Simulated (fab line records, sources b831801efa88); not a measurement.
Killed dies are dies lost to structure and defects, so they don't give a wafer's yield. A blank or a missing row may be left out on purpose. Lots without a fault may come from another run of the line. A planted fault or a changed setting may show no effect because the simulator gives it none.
fab line records | flow sky130
record lots=13 wafers=39 last_day=50
route steps=708 shown PWDE@84 VT_ADJUST_LVTN@106 PAD_OPEN@708
lots that met no fault: from a run of the same line without faults
start_h: hours from the record's first day to the start of the lot's first wafer shown | wait_h: hours since the lot's step before | " the same as in the row above | L1.1+2: a row that stands for several wafers | - no value, or no start given | * or withheld: withheld | < > ~ a bound
route shown NAME@n: a module of which the file shows steps, and the number in the route of the first | usual: mean/standard deviation of fault-free wafers | same: alike in all rows | chamber/n: place in a boat | sites: the reading at each site | _std_site: their standard deviation | _edge_site: outer sites' mean less inner sites' | radius_mm: how far each site lies from the wafer's centre | mask NAME#n: copy n | behind: the tool/chamber that last shaped the wafer | hold: why the lot was held/for how many hours/how that ended | device: the transistor (n, p or np) that didn't switch | end of line: the same wafers' tests at the end of the route | a step without rows: its recipe alone | killed: dies lost to structure and defects at the first sort, not the wafer's yield | map: a wafer's dies, x killed, . not, _ none there
set.NAME: the setting as run; set.NAME@STEP: as run at that earlier step | model.NAME: the simulator's own value behind a step, which no gauge read
steps of the route over a sample of lots; a table a step, a row a wafer
services: from which hour (start_h, from the record's first day; less than 0 if before it) a tool's chamber was out of use, for how many hours, and why
## steps
# step SKY_NWELL_RS_MEAS_31
# recipe thk_meas_gauge=four-point-probe
# usual PWDE_RS=5273/16
# columns lot.wafer tool chamber start_h wait_h PWDE_RS[ohm/sq]
L985.2 film_metro-04 - 113.61 0.1 5266
L985.3 " - " " 5266
L985.5 " - " " 5280
L988.1 film_metro-02 - 125.19 0.1 5295
L988.2 " - " " 5296
L988.5 " - " " 5284
L987.2 film_metro-04 - 125.86 0.1 5262
L987.3 " - " " 5276
L987.5 " - " " 5286
L986.2 film_metro-03 - 126.21 0.1 5270
L986.3 " - " " 5285
L986.6 " - " " 5274
L991.1 film_metro-04 - 146.78 0.1 5270
L991.2 " - " " 5263
L991.3 " - " " 5266
L995.2 film_metro-03 - 169.35 0.1 5310
L995.4 " - " " 5278
L995.5 " - " " 5266
L997.1 film_metro-04 - 181.18 0.1 5273
L997.2 " - " " 5270
L997.6 " - " " 5282
L100.3 film_metro-02 - 192.73 0.1 5286
L100.5 " - " " 5267
L100.6 " - " " 5253
L101.1 film_metro-04 - 206.60 0.1 5289
L101.2 " - " " 5303
L101.6 " - " " 5282
L102.1 film_metro-03 - 208.34 0.1 5269
L102.4 " - " " 5258
L102.5 " - " " 5269
L105.1 film_metro-04 - 223.88 0.1 5275
L105.2 " - " " 5257
L105.6 " - " " 5269
L106.1 film_metro-02 - 231.43 0.1 5264
L106.3 " - " " 5267
L106.6 " - " " 5248
L107.1 film_metro-02 - 237.78 0.1 5270
L107.2 " - " " 5285
L107.5 " - " " 5253
# step SKY_VT_ADJUST_LVTN_STRIP_09
# recipe chemistry=O2/N2 power_w=1400 pressure_mtorr=1500 platen_temp_c=withheld o2_flow_sccm=3000 n2_flow_sccm=300 overash_fraction=0.5
# usual drypump_motor_current_A=5.8/0.4 n2_flow_sccm=300.1/0.89 oes_product_au=0.722/0.0046 strip_time_to_endpoint_s=36.88/0.1
# columns lot.wafer tool chamber start_h wait_h drypump_motor_current_A n2_flow_sccm oes_product_au rf_hours_counter_h strip_time_to_endpoint_s
L985.2 plasma_asher-04 1 151.63 0.1 6.6 301.1 0.726 38 36.69
L985.3 " 1 " " 6.6 300.5 0.727 - 36.78
L985.5 " 1 " " 6.5 300.4 0.724 - 36.74
L988.1 plasma_asher-01 1 163.74 0.1 5.6 298.9 0.720 51 36.89
L988.2 " 0 " " 6.1 299.4 0.721 51 36.84
L988.5 " 1 " " 5.6 301.2 0.728 - 36.98
L987.2 plasma_asher-01 1 164.13 0.1 5.5 300.8 0.723 51 36.76
L987.3 " 0 " " 6.1 298.4 0.729 - 36.81
L987.5 " 0 " " 6.1 299.2 0.724 - 36.81
L986.2 plasma_asher-01 0 165.43 0.1 6.1 299.8 0.721 52 36.89
L986.3 " 0 " " 6.1 299.9 0.716 - 36.93
L986.6 " 1 " " 5.6 299.6 0.720 - 36.93
L991.1 plasma_asher-01 0 187.79 0.1 6.1 298.8 0.719 54 37.05
L991.2 " 1 " " 5.6 299.2 0.720 54 37.01
L991.3 " 0 " " 6.1 300.5 0.715 - 37.07
L995.2 plasma_asher-01 1 210.44 0.1 5.5 299.5 0.719 56 37.05
L995.4 " 0 " " 6.1 298.8 0.720 - 37.09
L995.5 " 1 " " 5.5 299.0 0.723 - 37.08
L997.1 plasma_asher-03 0 223.99 0.1 5.8 300.6 0.725 11 36.91
L997.2 " 1 " " 5.3 301.6 0.728 11 36.89
L997.6 " 1 " " 5.3 301.7 0.727 - 36.90
L100.3 plasma_asher-01 1 236.62 0.1 5.6 299.2 0.714 - 37.05
L100.5 " 0 " " 6.1 299.9 0.720 - 36.91
L100.6 " 1 " " 5.5 299.1 0.715 - 36.93
L101.1 plasma_asher-03 1 251.54 0.1 5.3 302.0 0.719 13 36.71
L101.2 " 0 " " 5.8 300.5 0.718 13 36.68
L101.6 " 0 " " 5.8 300.2 0.721 - 36.69
L102.1 plasma_asher-03 1 254.13 0.1 5.3 299.8 0.728 14 36.71
L102.4 " 0 " " 5.8 301.1 0.724 - 36.85
L102.5 " 1 " " 5.3 301.0 0.721 - 36.85
L105.1 plasma_asher-03 1 271.68 0.1 5.3 299.1 0.727 16 36.78
L105.2 " 0 " " 5.8 300.0 0.721 16 36.82
L105.6 " 1 " " 5.3 299.2 0.720 - 36.73
L106.1 plasma_asher-01 0 279.78 0.1 6.1 301.5 0.722 63 36.88
L106.3 " 1 " " 5.6 299.5 0.711 - 36.95
L106.6 " 0 " " 6.1 301.0 0.719 - 36.90
L107.1 plasma_asher-03 1 285.44 0.1 5.3 300.8 0.718 17 36.82
L107.2 " 0 " " 5.8 300.2 0.723 17 36.82
L107.5 " 1 " " 5.3 299.9 0.722 - 36.85
# step SKY_VT_ADJUST_LVTN_OVL_MEAS_18
# usual VT_ADJUST_LVTN_01_OVL=-1.5/1.5
# columns lot.wafer tool chamber start_h wait_h VT_ADJUST_LVTN_01_OVL[nm]
L985.2 overlay-02 - 171.76 0.1 0.7
L985.3 " - " " -0.6
L985.5 " - " " 0.0
L988.1 overlay-01 - 184.34 0.1 -0.9
L988.2 " - " " -0.9
L988.5 " - " " -2.1
L987.2 overlay-02 - 184.75 0.1 -1.6
L987.3 " - " " -4.7
L987.5 " - " " -1.6
L986.2 overlay-02 - 185.81 0.1 0.4
L986.3 " - " " 0.7
L986.6 " - " " -0.9
L991.1 overlay-02 - 208.90 0.1 1.5
L991.2 " - " " -0.8
L991.3 " - " " -0.4
L995.2 overlay-01 - 233.75 0.1 0.0
L995.4 " - " " 0.1
L995.5 " - " " 0.9
L997.1 overlay-01 - 246.90 0.1 -1.5
L997.2 " - " " -2.2
L997.6 " - " " -1.4
L100.3 overlay-02 - 260.06 0.1 -1.1
L100.5 " - " " -2.6
L100.6 " - " " -3.7
L101.1 overlay-02 - 275.85 0.1 -2.3
L101.2 " - " " -1.7
L101.6 " - " " -2.4
L102.1 overlay-01 - 278.60 0.1 -3.5
L102.4 " - " " -0.9
L102.5 " - " " -1.9
L105.1 overlay-01 - 296.44 0.1 -1.2
L105.2 " - " " -2.8
L105.6 " - " " -1.3
L106.1 overlay-01 - 303.49 0.1 -2.6
L106.3 " - " " -3.9
L106.6 " - " " -3.7
L107.1 overlay-01 - 310.95 0.1 -2.5
L107.2 " - " " -2.2
L107.5 " - " " -1.5
# step SKY_VT_ADJUST_LVTN_IMPLANT_19
# recipe species=B energy_kev=30 dose_cm2=6.5e+11 tilt_deg=withheld
# usual dose_ions_cm2=6.501e+11/7e+08 faraday_current_uA=3.67/0.074
# columns lot.wafer tool chamber start_h wait_h dose_ions_cm2 faraday_current_uA
L985.2 implanter-03 0 171.81 0.0 6.492e+11 3.76
L985.3 " 0 " " 6.503e+11 3.63
L985.5 " 0 " " 6.505e+11 3.63
L988.1 implanter-01 0 184.38 0.0 6.496e+11 3.62
L988.2 " 0 " " 6.491e+11 3.63
L988.5 " 0 " " 6.499e+11 3.46
L987.2 implanter-01 0 184.81 0.0 6.509e+11 3.88
L987.3 " 0 " " 6.492e+11 3.59
L987.5 " 0 " " 6.5e+11 3.62
L986.2 implanter-01 0 185.86 0.0 8.208e+11 4.66
L986.3 " 0 " " 8.199e+11 4.63
L986.6 " 0 " " 8.199e+11 4.60
L991.1 implanter-01 0 208.94 0.0 8.186e+11 4.65
L991.2 " 0 " " 8.212e+11 4.52
L991.3 " 0 " " 8.213e+11 4.64
L995.2 implanter-03 0 233.81 0.0 6.497e+11 3.68
L995.4 " 0 " " 6.489e+11 3.57
L995.5 " 0 " " 6.5e+11 3.72
L997.1 implanter-03 0 246.94 0.0 6.494e+11 3.55
L997.2 " 0 " " 6.496e+11 3.76
L997.6 " 0 " " 6.497e+11 3.57
L100.3 implanter-03 0 260.14 0.1 6.505e+11 3.69
L100.5 " 0 " " 6.509e+11 3.66
L100.6 " 0 " " 6.495e+11 3.65
L101.1 implanter-01 0 275.89 0.0 6.509e+11 3.73
L101.2 " 0 " " 6.501e+11 3.69
L101.6 " 0 " " 6.494e+11 3.67
L102.1 implanter-02 0 278.63 0.0 6.515e+11 3.69
L102.4 " 0 " " 6.515e+11 3.65
L102.5 " 0 " " 6.499e+11 3.58
L105.1 implanter-01 0 296.48 0.0 6.495e+11 3.69
L105.2 " 0 " " 6.503e+11 3.70
L105.6 " 0 " " 6.498e+11 3.78
L106.1 implanter-01 0 303.53 0.0 6.502e+11 3.66
L106.3 " 0 " " 6.5e+11 3.79
L106.6 " 0 " " 6.507e+11 3.62
L107.1 implanter-02 0 310.98 0.0 6.511e+11 3.68
L107.2 " 0 " " 6.504e+11 3.61
L107.5 " 0 " " 6.499e+11 3.64
# step SKY_VT_ADJUST_LVTN_TW_MEAS_21
# usual VT_ADJUST_LVTN_2_TW=189/3.2
# columns lot.wafer tool chamber start_h wait_h VT_ADJUST_LVTN_2_TW
L985.2 film_metro-02 - 172.05 0.1 185
L985.3 " - " " 184
L985.5 " - " " 185
L988.1 film_metro-02 - 184.63 0.1 185
L988.2 " - " " 185
L988.5 " - " " 185
L987.2 film_metro-01 - 185.04 0.1 193
L987.3 " - " " 193
L987.5 " - " " 192
L986.2 film_metro-03 - 186.10 0.1 198
L986.3 " - " " 199
L986.6 " - " " 199
L991.1 film_metro-03 - 209.19 0.1 199
L991.2 " - " " 197
L991.3 " - " " 197
L995.2 film_metro-01 - 234.04 0.1 192
L995.4 " - " " 191
L995.5 " - " " 190
L997.1 film_metro-01 - 247.19 0.1 191
L997.2 " - " " 192
L997.6 " - " " 191
L100.3 film_metro-01 - 260.36 0.1 191
L100.5 " - " " 192
L100.6 " - " " 191
L101.1 film_metro-01 - 276.14 0.1 192
L101.2 " - " " 192
L101.6 " - " " 193
L102.1 film_metro-01 - 278.88 0.1 193
L102.4 " - " " 193
L102.5 " - " " 192
L105.1 film_metro-03 - 296.73 0.1 186
L105.2 " - " " 186
L105.6 " - " " 186
L106.1 film_metro-01 - 303.78 0.1 191
L106.3 " - " " 190
L106.6 " - " " 191
L107.1 film_metro-01 - 311.23 0.1 192
L107.2 " - " " 191
L107.5 " - " " 192
# step SKY_PAD_OPEN_PROBE_99
# usual killed_at_M0_to_M3=44/7.4 killed_at_M4_up=3.0/1.6 killed_at_contacts=24/5 killed_at_front_end=15/4.6 killed_at_other=0.4/0.65 killed_dies=86/9.6 killed_open=48/7.4 killed_short=38/6.9
# same gross_dies=492 killed_at_back_side=0
# columns lot.wafer tool chamber start_h wait_h killed_at_M0_to_M3 killed_at_M4_up killed_at_contacts killed_at_front_end killed_at_other killed_dies killed_open killed_short
L985.2 prober-02 - 1093.20 0.1 61 2 31 22 0 116 83 33
L985.3 prober-02 - 1093.25 0.2 40 6 21 16 0 83 45 38
L985.5 prober-02 - 1093.35 0.2 53 4 32 18 0 107 66 41
L987.2 prober-02 - 1098.86 0.1 45 2 20 22 0 89 44 45
L987.3 prober-02 - 1098.91 0.2 46 5 29 19 0 99 51 48
L987.5 prober-02 - 1099.01 0.2 45 4 31 13 0 93 54 39
L988.1 prober-01 - 1099.91 0.1 42 2 22 10 0 76 45 31
L988.2 prober-01 - 1099.96 0.1 45 3 27 13 0 88 43 45
L988.5 prober-01 - 1100.11 0.2 47 3 23 18 0 91 53 37
L986.2 prober-02 - 1108.01 0.1 41 2 18 12 0 73 52 21
L986.3 prober-02 - 1108.06 0.2 40 3 24 15 1 83 42 41
L986.6 prober-02 - 1108.21 0.2 45 4 23 19 0 91 51 40
L995.2 prober-02 - 1133.74 0.1 53 1 24 15 0 93 49 42
L995.4 prober-02 - 1133.84 0.2 48 2 26 16 0 92 58 34
L995.5 prober-02 - 1133.89 0.2 44 5 20 14 1 84 45 39
L997.1 prober-01 - 1145.91 0.1 47 3 20 12 1 83 39 44
L997.2 prober-01 - 1145.96 0.1 56 1 12 6 0 75 38 37
L997.6 prober-01 - 1146.16 0.2 42 1 19 8 0 70 44 26
L100.3 prober-02 - 1155.91 0.2 39 3 16 16 1 75 48 27
L100.5 prober-02 - 1156.01 0.2 45 2 24 16 0 87 50 37
L100.6 prober-02 - 1156.06 0.2 39 2 27 7 0 75 35 40
L101.1 prober-01 - 1168.06 0.1 45 3 19 16 0 83 39 42
L101.2 prober-01 - 1168.11 0.1 45 2 34 10 1 92 50 40
L101.6 prober-01 - 1168.31 0.2 58 2 24 10 0 94 49 44
L102.1 prober-02 - 1171.21 0.1 50 2 23 21 0 96 63 33
L102.4 prober-02 - 1171.36 0.2 34 4 36 14 0 88 43 45
L102.5 prober-02 - 1171.41 0.2 37 0 28 13 2 80 48 30
L105.1 prober-01 - 1187.26 0.1 46 3 33 12 0 94 51 43
L105.2 prober-01 - 1187.31 0.1 35 4 18 14 2 73 35 38
L105.6 prober-01 - 1187.51 0.2 48 2 23 11 0 84 58 26
L106.1 prober-02 - 1188.18 0.1 49 3 32 10 0 94 49 45
L106.3 prober-02 - 1188.28 0.2 48 1 30 13 0 92 54 38
L106.6 prober-02 - 1188.43 0.2 49 2 18 13 1 83 40 43
L107.1 prober-01 - 1190.52 0.1 40 3 25 26 0 94 61 33
L107.2 prober-01 - 1190.57 0.1 40 2 13 11 0 66 31 35
L107.5 prober-01 - 1190.72 0.2 49 5 34 19 0 107 62 45
# killed by level:class
L985.2 VIA1:geometric_particle:open=23 VIA3:geometric_particle:open=13 CONTACT:geometric_particle:open=11 FIELD_ISO:geometric_particle:open=10 VIA2:geometric_particle:open=9 LI_CONTACT:geometric_particle:open=6 CONTACT:geometric_particle:short=5 FIELD_ISO:geometric_particle:short=4
L985.3 VIA3:geometric_particle:open=11 VIA1:geometric_particle:open=7 CONTACT:geometric_particle:open=7 LI_CONTACT:geometric_particle:open=5 METAL1:geometric_particle:short=5 METAL3:geometric_particle:short=5 FIELD_ISO:geometric_particle:open=4 CONTACT:geometric_particle:short=4
L985.5 VIA1:geometric_particle:open=13 CONTACT:geometric_particle:open=12 VIA2:geometric_particle:open=11 VIA1:geometric_particle:short=9 VIA3:geometric_particle:open=7 LI_CONTACT:geometric_particle:open=6 LOCAL_INTERCONNECT:geometric_particle:short=5 FIELD_ISO:geometric_particle:short=4
L987.2 VIA1:geometric_particle:open=10 FIELD_ISO:geometric_particle:open=6 VIA3:geometric_particle:short=6 FIELD_ISO:geometric_particle:short=5 VIA1:geometric_particle:short=5 CONTACT:geometric_particle:open=5 CONTACT:geometric_particle:short=5 METAL1:geometric_particle:short=5
L987.3 VIA1:geometric_particle:open=14 CONTACT:geometric_particle:open=11 VIA3:geometric_particle:open=6 METAL1:geometric_particle:short=6 POLY_GATE:geometric_particle:short=5 LOCAL_INTERCONNECT:geometric_particle:short=5 VIA2:geometric_particle:open=5 METAL4:geometric_particle:short=5
L987.5 CONTACT:geometric_particle:open=19 VIA1:geometric_particle:open=14 VIA2:geometric_particle:open=7 FIELD_ISO:geometric_particle:short=6 LI_CONTACT:geometric_particle:open=6 METAL3:geometric_particle:short=6 METAL2:geometric_particle:short=5 CONTACT:geometric_particle:short=3
L988.1 VIA3:geometric_particle:open=9 LI_CONTACT:geometric_particle:open=8 CONTACT:geometric_particle:open=7 VIA1:geometric_particle:open=6 CONTACT:geometric_particle:short=5 METAL1:geometric_particle:short=5 METAL3:geometric_particle:short=4 VIA2:geometric_particle:short=4
L988.2 VIA3:geometric_particle:open=9 METAL1:geometric_particle:short=9 VIA1:geometric_particle:open=8 CONTACT:geometric_particle:open=6 LOCAL_INTERCONNECT:geometric_particle:short=5 POLY_GATE:geometric_particle:open=4 LI_CONTACT:geometric_particle:short=4 LI_CONTACT:geometric_particle:open=4
L988.5 VIA1:geometric_particle:open=12 LI_CONTACT:geometric_particle:open=8 CONTACT:geometric_particle:open=8 VIA3:geometric_particle:open=8 CONTACT:geometric_particle:short=6 METAL2:geometric_particle:short=6 VIA2:geometric_particle:open=6 POLY_GATE:geometric_particle:short=5
L986.2 VIA1:geometric_particle:open=16 CONTACT:geometric_particle:open=10 POLY_GATE:geometric_particle:open=5 VIA2:geometric_particle:open=5 VIA3:geometric_particle:open=5 FIELD_ISO:geometric_particle:open=4 METAL2:geometric_particle:short=4 FIELD_ISO:geometric_particle:short=3
L986.3 VIA1:geometric_particle:open=9 FIELD_ISO:geometric_particle:open=6 CONTACT:geometric_particle:short=6 CONTACT:geometric_particle:open=6 METAL1:geometric_particle:short=6 VIA3:geometric_particle:open=6 LI_CONTACT:geometric_particle:short=5 VIA1:geometric_particle:short=5
L986.6 VIA1:geometric_particle:open=14 CONTACT:geometric_particle:open=11 METAL2:geometric_particle:short=7 FIELD_ISO:geometric_particle:short=6 VIA2:geometric_particle:open=6 VIA3:geometric_particle:open=5 LI_CONTACT:geometric_particle:open=4 LOCAL_INTERCONNECT:geometric_particle:short=4
L995.2 VIA1:geometric_particle:open=19 LI_CONTACT:geometric_particle:open=8 METAL1:geometric_particle:short=8 VIA2:geometric_particle:open=6 CONTACT:geometric_particle:short=5 CONTACT:geometric_particle:open=5 FIELD_ISO:geometric_particle:short=4 POLY_GATE:geometric_particle:short=4
L995.4 CONTACT:geometric_particle:open=11 METAL2:geometric_particle:short=11 VIA1:geometric_particle:open=11 VIA2:geometric_particle:open=9 LI_CONTACT:geometric_particle:open=6 FIELD_ISO:geometric_particle:open=4 CONTACT:geometric_particle:short=4 POLY_GATE:geometric_particle:open=3
L995.5 VIA1:geometric_particle:open=9 CONTACT:geometric_particle:open=7 LI_CONTACT:geometric_particle:open=6 VIA1:geometric_particle:short=5 METAL4:geometric_particle:short=5 METAL2:geometric_particle:short=5 VIA2:geometric_particle:open=5 VIA2:geometric_particle:short=5
L997.1 VIA1:geometric_particle:open=10 CONTACT:geometric_particle:short=7 LOCAL_INTERCONNECT:geometric_particle:short=6 METAL2:geometric_particle:short=6 VIA2:geometric_particle:short=5 METAL1:geometric_particle:short=4 POLY_GATE:geometric_particle:open=4 CONTACT:geometric_particle:open=4
L997.2 VIA1:geometric_particle:open=12 VIA2:geometric_particle:open=8 METAL2:geometric_particle:short=8 METAL1:geometric_particle:short=6 VIA1:geometric_particle:short=6 VIA3:geometric_particle:open=6 METAL3:geometric_particle:short=5 LI_CONTACT:geometric_particle:open=4
L997.6 VIA1:geometric_particle:open=13 LI_CONTACT:geometric_particle:open=9 VIA3:geometric_particle:open=7 METAL1:geometric_particle:short=4 VIA2:geometric_particle:open=4 LOCAL_INTERCONNECT:geometric_particle:short=3 VIA1:geometric_particle:short=3 METAL2:geometric_particle:short=3
L100.3 CONTACT:geometric_particle:open=9 VIA2:geometric_particle:open=9 VIA3:geometric_particle:open=6 VIA1:geometric_particle:open=5 FIELD_ISO:geometric_particle:short=4 POLY_CUT:geometric_particle:open=4 POLY_GATE:geometric_particle:open=3 LI_CONTACT:geometric_particle:open=3
L100.5 VIA3:geometric_particle:open=11 CONTACT:geometric_particle:open=9 VIA2:geometric_particle:open=9 CONTACT:geometric_particle:short=7 VIA1:geometric_particle:open=7 POLY_GATE:geometric_particle:short=5 LI_CONTACT:geometric_particle:open=5 METAL3:geometric_particle:short=5
L100.6 VIA1:geometric_particle:open=11 LOCAL_INTERCONNECT:geometric_particle:short=9 VIA3:geometric_particle:open=7 CONTACT:geometric_particle:short=6 VIA2:geometric_particle:short=5 VIA2:geometric_particle:open=5 FIELD_ISO:geometric_particle:short=4 VIA1:geometric_particle:short=4
L101.1 VIA1:geometric_particle:open=11 CONTACT:geometric_particle:open=9 METAL1:geometric_particle:short=8 VIA3:geometric_particle:open=5 VIA3:geometric_particle:short=5 FIELD_ISO:geometric_particle:open=4 POLY_GATE:geometric_particle:short=4 METAL3:geometric_particle:short=4
L101.2 CONTACT:geometric_particle:open=11 VIA1:geometric_particle:open=11 LOCAL_INTERCONNECT:geometric_particle:short=7 VIA3:geometric_particle:open=7 LI_CONTACT:geometric_particle:open=6 VIA1:geometric_particle:short=6 CONTACT:geometric_particle:short=5 METAL2:geometric_particle:short=4
L101.6 VIA1:geometric_particle:open=16 VIA3:geometric_particle:open=11 METAL1:geometric_particle:short=6 VIA1:geometric_particle:short=6 VIA3:geometric_particle:short=6 LI_CONTACT:geometric_particle:short=5 LI_CONTACT:geometric_particle:open=5 CONTACT:geometric_particle:open=5
L102.1 VIA1:geometric_particle:open=19 CONTACT:geometric_particle:open=11 VIA3:geometric_particle:open=9 LI_CONTACT:geometric_particle:open=7 POLY_GATE:geometric_particle:short=5 VIA1:geometric_particle:short=5 VIA2:geometric_particle:open=5 FIELD_ISO:geometric_particle:short=4
L102.4 CONTACT:geometric_particle:open=12 LOCAL_INTERCONNECT:geometric_particle:short=8 LI_CONTACT:geometric_particle:open=7 METAL2:geometric_particle:short=7 VIA1:geometric_particle:open=6 CONTACT:geometric_particle:short=5 FIELD_ISO:geometric_particle:short=4 METAL1:geometric_particle:short=4
L102.5 LI_CONTACT:geometric_particle:open=11 VIA1:geometric_particle:open=10 CONTACT:geometric_particle:open=10 METAL1:geometric_particle:short=6 VIA3:geometric_particle:open=6 FIELD_ISO:geometric_particle:short=4 FIELD_ISO:geometric_particle:open=4 CONTACT:geometric_particle:short=4
L105.1 VIA1:geometric_particle:open=11 CONTACT:geometric_particle:short=10 LI_CONTACT:geometric_particle:open=9 VIA3:geometric_particle:open=8 CONTACT:geometric_particle:open=8 VIA2:geometric_particle:open=5 METAL1:geometric_particle:short=5 METAL2:geometric_particle:short=5
L105.2 CONTACT:geometric_particle:short=8 CONTACT:geometric_particle:open=8 VIA3:geometric_particle:open=6 METAL1:geometric_particle:short=6 VIA2:geometric_particle:open=6 POLY_GATE:geometric_particle:open=4 VIA1:geometric_particle:open=4 VIA2:geometric_particle:short=4
L105.6 VIA1:geometric_particle:open=13 LI_CONTACT:geometric_particle:open=11 VIA3:geometric_particle:open=8 CONTACT:geometric_particle:open=8 VIA2:geometric_particle:open=6 METAL1:geometric_particle:short=5 VIA2:geometric_particle:short=4 FIELD_ISO:geometric_particle:open=3
L106.1 CONTACT:geometric_particle:open=13 VIA1:geometric_particle:open=12 VIA1:geometric_particle:short=8 VIA3:geometric_particle:open=7 LOCAL_INTERCONNECT:geometric_particle:short=6 CONTACT:geometric_particle:short=6 LI_CONTACT:geometric_particle:open=5 METAL1:geometric_particle:short=5
L106.3 VIA1:geometric_particle:open=13 CONTACT:geometric_particle:open=10 LI_CONTACT:geometric_particle:open=7 VIA2:geometric_particle:open=7 CONTACT:geometric_particle:short=6 VIA1:geometric_particle:short=5 METAL1:geometric_particle:short=5 FIELD_ISO:geometric_particle:open=4
L106.6 VIA1:geometric_particle:short=11 VIA1:geometric_particle:open=11 METAL3:geometric_particle:short=6 LI_CONTACT:geometric_particle:open=6 FIELD_ISO:geometric_particle:open=4 CONTACT:geometric_particle:open=4 METAL2:geometric_particle:short=4 VIA2:geometric_particle:open=4
L107.1 FIELD_ISO:geometric_particle:open=12 LI_CONTACT:geometric_particle:open=11 VIA1:geometric_particle:open=8 FIELD_ISO:geometric_particle:short=7 CONTACT:geometric_particle:open=7 VIA2:geometric_particle:open=7 VIA1:geometric_particle:short=5 METAL1:geometric_particle:short=4
L107.2 METAL1:geometric_particle:short=7 VIA1:geometric_particle:open=7 CONTACT:geometric_particle:open=6 VIA1:geometric_particle:short=5 METAL3:geometric_particle:short=5 FIELD_ISO:geometric_particle:short=4 VIA2:geometric_particle:open=4 VIA3:geometric_particle:open=4
L107.5 CONTACT:geometric_particle:open=12 VIA1:geometric_particle:open=11 VIA2:geometric_particle:open=11 LI_CONTACT:geometric_particle:open=9 METAL2:geometric_particle:short=7 FIELD_ISO:geometric_particle:open=6 FIELD_ISO:geometric_particle:short=6 CONTACT:geometric_particle:short=5
## services
# columns tool chamber start_h hours kind
implanter-01 - 145.94 8.5 repair
plasma_asher-04 - 159.66 7.4 repair
implanter-03 - 160.99 2.7 repair
implanter-01 - 175.72 1.3 repair
implanter-03 - 203.15 8.2 repair
implanter-03 - 210.82 2.6 repair
implanter-03 - 213.37 5.0 pm
plasma_asher-04 - 217.21 5.9 repair
implanter-01 - 260.45 1.7 repair
implanter-01 - 280.98 4.3 pm
implanter-01 - 292.33 3.9 repair
plasma_asher-04 - 302.61 2.5 repair
## key
first_sign step=SKY_VT_ADJUST_LVTN_IMPLANT_19 reading=dose_ions_cm2 direction=up sigmas=99+ usual=* struck=*
effect step=SKY_VT_ADJUST_LVTN_IMPLANT_19 reading=faraday_current_uA direction=up sigmas=13 usual=3.67 struck=4.62
effect step=SKY_VT_ADJUST_LVTN_TW_MEAS_21 reading=VT_ADJUST_LVTN_2_TW direction=up sigmas=2.9 usual=189 struck=198
met_at SKY_VT_ADJUST_LVTN_IMPLANT_19
struck_lots L986,L991
rows_end L991.1,L991.2,L991.3
tester_left_out L986
not_acting_at SKY_NWELL_RS_MEAS_31,SKY_VT_ADJUST_LVTN_STRIP_09,SKY_VT_ADJUST_LVTN_OVL_MEAS_18
onset_between 184.81 185.86
fault kind=process_parameter_drift tool=implanter-01 chamber=- onset_h=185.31 steps=SKY_VT_ADJUST_LVTN_IMPLANT_19 channel=dose_cm2 offset=* shape=step end_h=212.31 acts_in=* stated=*
# tester_left_out: of these lots the tester's yield and bins aren't shown, on N5 and GAA mostly nor the transistor test; their killed dies are dies lost to structure and defects alone, not to doping, threshold or leakage, so they don't give the yield
# rows_end: these wafers met a further fault down the route, and their rows from its step on are left out
